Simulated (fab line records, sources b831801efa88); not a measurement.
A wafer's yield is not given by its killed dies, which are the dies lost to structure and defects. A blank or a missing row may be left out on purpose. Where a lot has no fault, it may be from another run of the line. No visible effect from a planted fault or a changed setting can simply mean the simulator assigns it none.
fab line records | flow sky130
[record] lots = 12 | wafers = 36 | last_day = 50
route steps=708 shown VIA1@473 METAL2@503 VIA2@507 PAD_OPEN@708
lots that met no fault: from a run of the same line without faults
start_h: hours from the record's first day to the start of the lot's first wafer shown | wait_h: time in hours since the lot's previous step | " the same as in the row above | L1.1+2: a row that stands for several wafers | - either no value or no given start | * or withheld: withheld | < > ~ a bound
route shown NAME@n: a module of which the file shows steps, and the number in the route of the first | usual: mean/standard deviation taken from wafers without a fault | same: alike in all rows | chamber/n: place in a boat | sites: the reading at each site | _std_site: how widely they spread, as a standard deviation | _edge_site: the outer-site mean with the inner-site mean subtracted | radius_mm: how far each site lies from the wafer's centre | mask NAME#n: copy n | behind: the last tool/chamber to shape the wafer | hold: why the lot was held/for how many hours/how that ended | device: whichever transistor did not switch (one of n, p or np) | end of line: tests of these same wafers at the route's end | a step with no rows: only its recipe | killed: not the wafer's yield, but the dies lost to structure and defects at the first sort | map: a wafer's dies, x killed, . not, _ none there
set.NAME: setting as actually run; set.NAME@STEP: the setting as run at that earlier step | model.NAME: the simulator's own value behind a step, which no gauge read
the route's steps for a sample of lots (tables are steps, rows are wafers)
services: when a tool's chamber went out of use (start_h, in hours from the record's first day, below 0 if earlier), for how many hours, and the reason
[[steps]]
[step SKY_VIA1_ETCH_15]
[recipe] target = SiO2 | chemistry = C4F8/O2/Ar | target_depth_nm = 351 | stop_on = TiN | mask_material = KrF-thick | source_w = 1500 | bias_w = 1200 | pressure_mtorr = 40 | c4f8_flow_sccm = withheld | O2_flow_sccm = 6 | Ar_flow_sccm = 300 | time_s = 54
[usual] oes_product_au = 0.983/0.0059
lot.wafer | tool        | chamber | start_h | wait_h | oes_product_au | rf_hours_counter_h
L928.1    | rie_diel-03 | 1       | 788.78  | 0.0    | 0.986          | 5
L928.3    | "           | 0       | "       | "      | 0.980          | 13
L928.4    | "           | 2       | "       | "      | 0.982          | 6
L929.4    | rie_diel-02 | 0       | 790.36  | 0.0    | 0.987          | 2
L929.5    | "           | 3       | "       | "      | 0.980          | -
L929.6    | "           | 0       | "       | "      | 0.970          | -
L930.3    | rie_diel-01 | 2       | 811.28  | 0.0    | 0.986          | 8
L930.5    | "           | 3       | "       | "      | 0.989          | -
L930.6    | "           | 2       | "       | "      | 0.986          | -
L932.2    | rie_diel-03 | 0       | 834.83  | 0.0    | 0.969          | 14
L932.3    | "           | 3       | "       | "      | 0.978          | 21
L932.5    | "           | 2       | "       | "      | 0.980          | -
L934.1    | rie_diel-03 | 1       | 840.78  | 0.0    | 0.980          | 6
L934.3    | "           | 3       | "       | "      | 0.985          | 22
L934.4    | "           | 2       | "       | "      | 0.983          | 7
L935.1    | rie_diel-01 | 0       | 846.18  | 0.0    | 0.977          | 0
L935.3    | "           | 2       | "       | "      | 0.984          | 9
L935.4    | "           | 3       | "       | "      | 0.981          | 8
L936.3    | rie_diel-03 | 0       | 859.18  | 0.0    | 0.983          | 15
L936.5    | "           | 2       | "       | "      | 0.981          | -
L936.6    | "           | 3       | "       | "      | 0.980          | -
L937.2    | rie_diel-01 | 3       | 872.03  | 0.0    | 0.976          | 9
L937.3    | "           | 0       | "       | "      | 0.994          | 1
L937.4    | "           | 1       | "       | "      | 0.993          | 9
L938.2    | rie_diel-01 | 2       | 880.00  | 0.0    | 0.980          | 10
L938.4    | "           | 3       | "       | "      | 0.983          | 9
L938.5    | "           | 2       | "       | "      | 0.980          | -
L948.1    | rie_diel-03 | 3       | 935.48  | 0.0    | 0.979          | 24
L948.5    | "           | 2       | "       | "      | 0.985          | -
L948.6    | "           | 1       | "       | "      | 0.980          | -
L949.1    | rie_diel-03 | 2       | 940.65  | 0.0    | 0.983          | 10
L949.3    | "           | 0       | "       | "      | 0.983          | 17
L949.4    | "           | 1       | "       | "      | 0.978          | 9
L950.1    | rie_diel-01 | 2       | 953.25  | 0.0    | 0.984          | 11
L950.2    | "           | 1       | "       | "      | 0.983          | 11
L950.5    | "           | 2       | "       | "      | 0.976          | -
[step SKY_METAL2_STRIP_20]
[recipe] chemistry = O2/N2 | power_w = 1400 | pressure_mtorr = 1500 | platen_temp_c = withheld | o2_flow_sccm = 3000 | n2_flow_sccm = 300 | overash_fraction = 0.5
[usual] drypump_motor_current_A = 5.8/0.59 | oes_product_au = 0.347/0.0043 | strip_time_to_endpoint_s = 2.81/0.036
lot.wafer | tool            | chamber | start_h | wait_h | drypump_motor_current_A | oes_product_au | rf_hours_counter_h | strip_time_to_endpoint_s
L928.1    | plasma_asher-04 | 0       | 817.14  | 0.1    | 6.5                     | 0.353          | 38                 | 2.87
L928.3    | "               | 0       | "       | "      | 6.5                     | 0.345          | -                  | 2.85
L928.4    | "               | 1       | "       | "      | 6.2                     | 0.351          | -                  | 2.82
L929.4    | plasma_asher-03 | 0       | 819.32  | 0.1    | 5.7                     | 0.350          | -                  | 2.84
L929.5    | "               | 1       | "       | "      | 5.5                     | 0.358          | -                  | 2.85
L929.6    | "               | 0       | "       | "      | 5.8                     | 0.357          | -                  | 2.82
L930.3    | plasma_asher-03 | 1       | 838.79  | 0.1    | 5.5                     | 0.354          | -                  | 2.85
L930.5    | "               | 1       | "       | "      | 5.5                     | 0.346          | -                  | 2.79
L930.6    | "               | 0       | "       | "      | 5.7                     | 0.346          | -                  | 2.84
L932.2    | plasma_asher-04 | 0       | 862.57  | 0.1    | 6.5                     | 0.346          | 42                 | 2.75
L932.3    | "               | 1       | "       | "      | 6.2                     | 0.347          | -                  | 2.79
L932.5    | "               | 0       | "       | "      | 6.5                     | 0.343          | -                  | 2.78
L934.1    | plasma_asher-04 | 0       | 869.24  | 0.1    | 6.5                     | 0.349          | 43                 | 2.81
L934.3    | "               | 0       | "       | "      | 6.5                     | 0.348          | -                  | 2.86
L934.4    | "               | 1       | "       | "      | 6.2                     | 0.345          | -                  | 2.82
L935.1    | plasma_asher-03 | 1       | 874.50  | 0.1    | 5.5                     | 0.349          | 78                 | 2.79
L935.3    | "               | 1       | "       | "      | 5.4                     | 0.350          | -                  | 2.78
L935.4    | "               | 0       | "       | "      | 5.7                     | 0.346          | -                  | 2.84
L936.3    | plasma_asher-01 | 0       | 886.61  | 0.1    | 4.8                     | 0.353          | -                  | 2.87
L936.5    | "               | 1       | "       | "      | 6.2                     | 0.346          | -                  | 2.87
L936.6    | "               | 0       | "       | "      | 4.8                     | 0.351          | -                  | 2.78
L937.2    | plasma_asher-04 | 0       | 899.74  | 0.1    | 6.5                     | 0.349          | 46                 | 2.83
L937.3    | "               | 1       | "       | "      | 6.2                     | 0.345          | -                  | 2.83
L937.4    | "               | 0       | "       | "      | 6.5                     | 0.348          | -                  | 2.78
L938.2    | plasma_asher-04 | 1       | 907.02  | 0.1    | 6.1                     | 0.342          | 47                 | 2.80
L938.4    | "               | 1       | "       | "      | 6.2                     | 0.345          | -                  | 2.80
L938.5    | "               | 1       | "       | "      | 6.2                     | 0.347          | -                  | 2.81
L948.1    | plasma_asher-04 | 1       | 962.14  | 0.1    | 6.2                     | 0.349          | 51                 | 2.80
L948.5    | "               | 0       | "       | "      | 6.4                     | 0.344          | -                  | 2.80
L948.6    | "               | 1       | "       | "      | 6.2                     | 0.347          | -                  | 2.81
L949.1    | plasma_asher-03 | 1       | 966.14  | 0.1    | 5.4                     | 0.344          | 85                 | 2.81
L949.3    | "               | 1       | "       | "      | 5.5                     | 0.344          | -                  | 2.79
L949.4    | "               | 0       | "       | "      | 5.7                     | 0.353          | -                  | 2.76
L950.1    | plasma_asher-03 | 1       | 979.16  | 0.1    | 5.5                     | 0.344          | 87                 | 2.78
L950.2    | "               | 0       | "       | "      | 5.7                     | 0.349          | 87                 | 2.79
L950.5    | "               | 0       | "       | "      | 5.7                     | 0.345          | -                  | 2.79
[step SKY_VIA2_HDPCVD_00]
[recipe] material = SiO2 | target_thk_nm = 1180 | sigma_open_frac = 0.3 | time_s = 196.7 | temp_c = 400 | sih4_flow_sccm = 60 | pressure_mtorr = 6
lot.wafer  | tool      | chamber | start_h | wait_h
L928.1+3+4 | hdpcvd-01 | 2,0,2   | 817.78  | 0.0
L929.4+5+6 | hdpcvd-01 | 2,0,1   | 819.98  | 0.1
L930.3+5+6 | hdpcvd-01 | 1,0,1   | 839.39  | 0.0
L932.2+3+5 | hdpcvd-01 | 2,1,2   | 863.16  | 0.0
L934.1+3+4 | hdpcvd-02 | 2,1,2   | 869.84  | 0.0
L935.1+3+4 | hdpcvd-01 | 2,0,2   | 875.10  | 0.0
L936.3+5+6 | hdpcvd-01 | 0,2,1   | 887.17  | 0.0
L937.2+3+4 | hdpcvd-02 | 2,1,1   | 900.38  | 0.0
L938.2+4+5 | hdpcvd-01 | 0,1,2   | 907.61  | 0.0
L948.1+5+6 | hdpcvd-01 | 0,0,1   | 962.76  | 0.0
L949.1+3+4 | hdpcvd-01 | 1,2,0   | 966.73  | 0.0
L950.1+2+5 | hdpcvd-02 | 1,2,2   | 979.75  | 0.0
[step SKY_VIA2_THK_MEAS_01]
[recipe] reads = SiO2_of_VIA2_HDPCVD_00
[usual] VIA2_HDPCVD_THK = 1175/11
lot.wafer | tool          | chamber | start_h | wait_h | VIA2_HDPCVD_THK[nm]
L928.1    | film_metro-01 | -       | 817.90  | 0.1    | 1145
L928.3    | "             | -       | "       | "      | 1148
L928.4    | "             | -       | "       | "      | 1147
L929.4    | film_metro-04 | -       | 820.07  | 0.0    | 1173
L929.5    | "             | -       | "       | "      | 1178
L929.6    | "             | -       | "       | "      | 1174
L930.3    | film_metro-04 | -       | 839.53  | 0.1    | 1172
L930.5    | "             | -       | "       | "      | 1174
L930.6    | "             | -       | "       | "      | 1183
L932.2    | film_metro-02 | -       | 863.30  | 0.1    | 1183
L932.3    | "             | -       | "       | "      | 1192
L932.5    | "             | -       | "       | "      | 1183
L934.1    | film_metro-02 | -       | 869.97  | 0.1    | 1174
L934.3    | "             | -       | "       | "      | 1171
L934.4    | "             | -       | "       | "      | 1179
L935.1    | film_metro-01 | -       | 875.22  | 0.1    | 1180
L935.3    | "             | -       | "       | "      | 1189
L935.4    | "             | -       | "       | "      | 1182
L936.3    | film_metro-01 | -       | 887.31  | 0.1    | 767
L936.5    | "             | -       | "       | "      | 1190
L936.6    | "             | -       | "       | "      | 1182
L937.2    | film_metro-04 | -       | 900.51  | 0.1    | 1177
L937.3    | "             | -       | "       | "      | 1175
L937.4    | "             | -       | "       | "      | 1187
L938.2    | film_metro-01 | -       | 907.75  | 0.1    | 1190
L938.4    | "             | -       | "       | "      | 786
L938.5    | "             | -       | "       | "      | 1167
L948.1    | film_metro-04 | -       | 962.89  | 0.1    | 1178
L948.5    | "             | -       | "       | "      | 1189
L948.6    | "             | -       | "       | "      | 1178
L949.1    | film_metro-01 | -       | 966.86  | 0.1    | 1177
L949.3    | "             | -       | "       | "      | 1179
L949.4    | "             | -       | "       | "      | 1190
L950.1    | film_metro-02 | -       | 979.88  | 0.1    | 1157
L950.2    | "             | -       | "       | "      | 1179
L950.5    | "             | -       | "       | "      | 1187
[step SKY_VIA2_CVD_21]
[recipe] material = W | target_thk_nm = 420 | time_s = 126.4 | temp_c = 400 | pressure_torr = 40
[usual] heater_power_w = 870/67
lot.wafer | tool     | chamber | start_h | wait_h | heater_power_w
L928.1    | cvd_w-02 | 0       | 845.88  | 0.0    | 959
L928.3    | "        | 1       | "       | "      | 784
L928.4    | "        | 0       | "       | "      | 953
L929.4    | cvd_w-02 | 0       | 847.44  | 0.1    | 917
L929.5    | "        | 1       | "       | "      | 778
L929.6    | "        | 0       | "       | "      | 941
L930.3    | cvd_w-02 | 0       | 867.37  | 0.1    | 927
L930.5    | "        | 1       | "       | "      | 811
L930.6    | "        | 0       | "       | "      | 967
L932.2    | cvd_w-02 | 0       | 890.30  | 0.0    | 942
L932.3    | "        | 1       | "       | "      | 803
L932.5    | "        | 1       | "       | "      | 796
L934.1    | cvd_w-01 | 0       | 896.60  | 0.0    | 921
L934.3    | "        | 0       | "       | "      | 935
L934.4    | "        | 1       | "       | "      | 906
L935.1    | cvd_w-02 | 1       | 902.31  | 0.0    | 775
L935.3    | "        | 0       | "       | "      | 976
L935.4    | "        | 1       | "       | "      | 783
L936.3    | cvd_w-01 | 1       | 913.69  | 0.1    | 892
L936.5    | "        | 0       | "       | "      | 961
L936.6    | "        | 1       | "       | "      | 922
L937.2    | cvd_w-01 | 1       | 926.47  | 0.0    | 910
L937.3    | "        | 1       | "       | "      | 879
L937.4    | "        | 0       | "       | "      | 934
L938.2    | cvd_w-02 | 0       | 933.71  | 0.0    | 824
L938.4    | "        | 0       | "       | "      | 834
L938.5    | "        | 0       | "       | "      | 817
L948.1    | cvd_w-01 | 1       | 988.23  | 0.0    | 888
L948.5    | "        | 0       | "       | "      | 952
L948.6    | "        | 1       | "       | "      | 893
L949.1    | cvd_w-02 | 1       | 991.63  | 0.0    | 768
L949.3    | "        | 1       | "       | "      | 770
L949.4    | "        | 0       | "       | "      | 817
L950.1    | cvd_w-02 | 1       | 1004.46 | 0.0    | 768
L950.2    | "        | 0       | "       | "      | 817
L950.5    | "        | 1       | "       | "      | 763
[step SKY_PAD_OPEN_PROBE_99]
[usual] defect_limited_yield = 82.4/1.7 | killed_at_M0_to_M3 = 43/6.4 | killed_at_M4_up = 3.5/1.8 | killed_at_contacts = 25/5.7 | killed_at_front_end = 15/3.9 | killed_at_other = 0.3/0.67 | killed_dies = 87/8.6 | killed_open = 47/6.7 | killed_short = 39/5.9
[same] gross_dies = 492 | killed_at_back_side = 0
lot.wafer | tool      | chamber | start_h | wait_h | defect_limited_yield[%] | killed_at_M0_to_M3 | killed_at_M4_up | killed_at_contacts | killed_at_front_end | killed_at_other | killed_dies | killed_open | killed_short
L932.2    | prober-02 | -       | 1107.64 | 0.1    | 82.1                    | 44                 | 4               | 25                 | 14                  | 1               | 88          | 42          | 46
L932.3    | prober-02 | -       | 1107.69 | 0.2    | 82.9                    | 42                 | 5               | 30                 | 7                   | 0               | 84          | 41          | 42
L932.5    | prober-02 | -       | 1107.79 | 0.2    | 82.5                    | 51                 | 7               | 18                 | 10                  | 0               | 86          | 49          | 36
L935.1    | prober-01 | -       | 1116.71 | 0.1    | 87.0                    | 29                 | 1               | 23                 | 11                  | 0               | 64          | 32          | 32
L935.3    | prober-01 | -       | 1116.81 | 0.2    | 80.5                    | 50                 | 2               | 29                 | 15                  | 0               | 96          | 55          | 41
L935.4    | prober-01 | -       | 1116.86 | 0.2    | 84.6                    | 42                 | 2               | 22                 | 10                  | 0               | 76          | 41          | 35
L936.3    | prober-02 | -       | 1125.52 | 0.2    | 80.1                    | 43                 | 1               | 34                 | 20                  | 0               | 98          | 66          | 31
L936.5    | prober-02 | -       | 1125.62 | 0.2    | 80.7                    | 43                 | 6               | 25                 | 21                  | 0               | 95          | 50          | 44
L936.6    | prober-02 | -       | 1125.67 | 0.2    | 83.5                    | 37                 | 5               | 23                 | 15                  | 1               | 81          | 48          | 32
L937.2    | prober-01 | -       | 1137.51 | 0.1    | 82.3                    | 41                 | 1               | 23                 | 22                  | 0               | 87          | 50          | 37
L937.3    | prober-01 | -       | 1137.56 | 0.2    | 81.5                    | 40                 | 3               | 28                 | 19                  | 1               | 91          | 45          | 46
L937.4    | prober-01 | -       | 1137.61 | 0.2    | 81.3                    | 48                 | 1               | 19                 | 24                  | 0               | 92          | 51          | 41
L938.2    | prober-01 | -       | 1144.03 | 0.1    | 85.6                    | 37                 | 2               | 13                 | 19                  | 0               | 71          | 41          | 30
L938.4    | prober-01 | -       | 1144.13 | 0.2    | 83.1                    | 52                 | 2               | 18                 | 11                  | 0               | 83          | 43          | 40
L938.5    | prober-01 | -       | 1144.18 | 0.2    | 79.3                    | 55                 | 3               | 31                 | 13                  | 0               | 102         | 58          | 44
L948.1    | prober-02 | -       | 1182.60 | 0.1    | 80.9                    | 43                 | 3               | 35                 | 13                  | 0               | 94          | 52          | 42
L948.5    | prober-02 | -       | 1182.80 | 0.2    | 83.5                    | 47                 | 1               | 15                 | 17                  | 1               | 81          | 41          | 40
L948.6    | prober-02 | -       | 1182.85 | 0.2    | 80.5                    | 45                 | 8               | 24                 | 19                  | 0               | 96          | 49          | 47
// killed by level:class
L932.2 CONTACT:geometric_particle:open=13 VIA1:geometric_particle:open=11 FIELD_ISO:geometric_particle:short=5 LOCAL_INTERCONNECT:geometric_particle:short=5 METAL1:geometric_particle:short=5 VIA1:geometric_particle:short=5 VIA2:geometric_particle:open=5 METAL2:geometric_particle:short=4
L932.3 CONTACT:geometric_particle:open=14 VIA1:geometric_particle:short=7 CONTACT:geometric_particle:short=7 VIA3:geometric_particle:open=6 VIA1:geometric_particle:open=5 VIA2:geometric_particle:short=5 VIA2:geometric_particle:open=4 METAL1:geometric_particle:short=4
L932.5 VIA1:geometric_particle:open=13 CONTACT:geometric_particle:open=8 VIA3:geometric_particle:open=7 METAL2:geometric_particle:short=6 VIA1:geometric_particle:short=5 VIA2:geometric_particle:open=5 METAL4:geometric_particle:short=5 VIA2:geometric_particle:short=4
L935.1 CONTACT:geometric_particle:open=9 VIA1:geometric_particle:short=6 VIA1:geometric_particle:open=6 LI_CONTACT:geometric_particle:open=5 POLY_GATE:geometric_particle:short=4 LOCAL_INTERCONNECT:geometric_particle:short=4 POLY_GATE:geometric_particle:open=3 LI_CONTACT:geometric_particle:short=3
L935.3 CONTACT:geometric_particle:open=14 VIA1:geometric_particle:open=13 VIA1:geometric_particle:short=7 METAL1:geometric_particle:short=6 LOCAL_INTERCONNECT:geometric_particle:short=5 POLY_GATE:geometric_particle:open=4 VIA2:geometric_particle:short=4 VIA2:geometric_particle:open=4
L935.4 VIA1:geometric_particle:open=10 CONTACT:geometric_particle:open=10 METAL1:geometric_particle:short=9 LI_CONTACT:geometric_particle:open=6 METAL2:geometric_particle:short=6 VIA1:geometric_particle:short=6 POLY_GATE:geometric_particle:short=4 VIA2:geometric_particle:open=4
L936.3 CONTACT:geometric_particle:open=18 VIA1:geometric_particle:open=11 VIA3:geometric_particle:open=9 VIA2:geometric_particle:open=7 POLY_GATE:geometric_particle:open=6 LOCAL_INTERCONNECT:geometric_particle:short=6 VIA1:geometric_particle:short=5 FIELD_ISO:geometric_particle:short=4
L936.5 CONTACT:geometric_particle:open=12 POLY_GATE:geometric_particle:open=9 VIA1:geometric_particle:open=9 METAL2:geometric_particle:short=8 METAL1:geometric_particle:short=7 METAL4:geometric_particle:short=6 METAL1:geometric_particle:open=5 VIA1:geometric_particle:short=5
L936.6 CONTACT:geometric_particle:open=11 VIA1:geometric_particle:open=11 FIELD_ISO:geometric_particle:open=7 METAL1:geometric_particle:short=7 METAL4:geometric_particle:short=5 METAL3:geometric_particle:short=5 VIA3:geometric_particle:open=5 LI_CONTACT:geometric_particle:open=4
L937.2 VIA1:geometric_particle:open=11 CONTACT:geometric_particle:open=10 POLY_GATE:geometric_particle:short=7 VIA3:geometric_particle:open=7 CONTACT:geometric_particle:short=6 FIELD_ISO:geometric_particle:open=5 FIELD_ISO:geometric_particle:short=5 LI_CONTACT:geometric_particle:open=5
L937.3 CONTACT:geometric_particle:open=11 LI_CONTACT:geometric_particle:open=7 METAL2:geometric_particle:short=7 VIA3:geometric_particle:open=7 METAL1:geometric_particle:short=6 FIELD_ISO:geometric_particle:short=5 FIELD_ISO:geometric_particle:open=5 VIA1:geometric_particle:open=5
L937.4 VIA1:geometric_particle:open=15 CONTACT:geometric_particle:open=7 METAL2:geometric_particle:short=6 FIELD_ISO:geometric_particle:short=5 METAL1:geometric_particle:short=5 VIA3:geometric_particle:open=5 FIELD_ISO:geometric_particle:open=4 POLY_GATE:geometric_particle:open=4
L938.2 VIA1:geometric_particle:open=8 VIA2:geometric_particle:open=7 FIELD_ISO:geometric_particle:short=6 VIA3:geometric_particle:open=6 FIELD_ISO:geometric_particle:open=5 POLY_GATE:geometric_particle:short=4 LI_CONTACT:geometric_particle:open=4 POLY_GATE:geometric_particle:open=3
L938.4 VIA1:geometric_particle:open=14 VIA2:geometric_particle:open=8 METAL1:geometric_particle:short=7 CONTACT:geometric_particle:short=7 VIA2:geometric_particle:short=6 FIELD_ISO:geometric_particle:open=5 FIELD_ISO:geometric_particle:short=5 METAL1:geometric_particle:open=4
L938.5 VIA2:geometric_particle:open=11 VIA1:geometric_particle:open=10 CONTACT:geometric_particle:open=9 VIA1:geometric_particle:short=9 LI_CONTACT:geometric_particle:open=7 METAL1:geometric_particle:short=7 LOCAL_INTERCONNECT:geometric_particle:short=6 FIELD_ISO:geometric_particle:open=4
L948.1 CONTACT:geometric_particle:open=17 VIA1:geometric_particle:open=11 VIA3:geometric_particle:open=7 METAL2:geometric_particle:short=6 FIELD_ISO:geometric_particle:short=5 LI_CONTACT:geometric_particle:open=5 CONTACT:geometric_particle:short=5 VIA1:geometric_particle:short=5
L948.5 VIA1:geometric_particle:open=15 LOCAL_INTERCONNECT:geometric_particle:short=6 VIA3:geometric_particle:short=5 FIELD_ISO:geometric_particle:open=4 POLY_GATE:geometric_particle:short=4 CONTACT:geometric_particle:open=4 METAL1:geometric_particle:short=4 METAL2:geometric_particle:short=4
L948.6 VIA1:geometric_particle:open=10 LI_CONTACT:geometric_particle:open=8 VIA1:geometric_particle:short=8 VIA2:geometric_particle:short=8 VIA2:geometric_particle:open=7 POLY_GATE:geometric_particle:short=6 CONTACT:geometric_particle:open=6 FIELD_ISO:geometric_particle:open=5
[[services]]
tool            | chamber | start_h | hours | kind
hdpcvd-02       | 0       | 771.59  | 9.1   | repair
plasma_asher-01 | -       | 782.45  | 0.7   | repair
rie_diel-01     | 2       | 788.99  | 5.4   | repair
plasma_asher-03 | -       | 794.89  | 1.0   | repair
cvd_w-02        | 1       | 798.25  | 3.5   | repair
rie_diel-02     | 2       | 801.76  | 8.7   | repair
rie_diel-02     | 1       | 807.08  | 19.8  | repair
hdpcvd-01       | -       | 821.78  | 1.2   | repair
hdpcvd-02       | -       | 821.85  | 1.8   | repair
hdpcvd-02       | -       | 825.05  | 2.8   | pm
rie_diel-01     | 2       | 849.38  | 7.2   | repair
cvd_w-02        | -       | 872.98  | 2.8   | pm
cvd_w-02        | -       | 904.00  | 14.0  | pm
plasma_asher-03 | -       | 917.47  | 2.8   | pm
rie_diel-03     | 0       | 920.66  | 7.9   | repair
plasma_asher-03 | -       | 925.61  | 3.3   | repair
plasma_asher-04 | -       | 928.03  | 14.6  | pm
hdpcvd-01       | 0       | 930.33  | 6.8   | repair
plasma_asher-03 | -       | 942.18  | 14.6  | pm
hdpcvd-02       | -       | 950.25  | 15.0  | pm
rie_diel-03     | -       | 976.87  | 0.4   | repair
rie_diel-01     | 2       | 988.82  | 9.7   | repair
hdpcvd-01       | 2       | 990.28  | 16.4  | repair
rie_diel-01     | -       | 998.96  | 2.8   | pm
[[key]]
[first_sign] step = SKY_VIA2_THK_MEAS_01 | reading = VIA2_HDPCVD_THK | direction = down | sigmas = 35 | usual = 1175 | struck = 777
effect none on later readings
met_at SKY_VIA2_HDPCVD_00
struck_lots L936,L938
struck_wafers L936.3,L938.4
not_acting_at SKY_VIA1_ETCH_15,SKY_METAL2_STRIP_20,SKY_VIA2_CVD_21
onset_between 875.10 887.17
[fault] kind = process_parameter_drift | tool = hdpcvd-01 | chamber = - | onset_h = 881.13 | steps = SKY_VIA2_HDPCVD_00 | channel = target_thk_nm | offset = -404.01 | shape = step | end_h = 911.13 | scope = struck_wafers_only | acts_in = these_recipes_only | stated = 1180
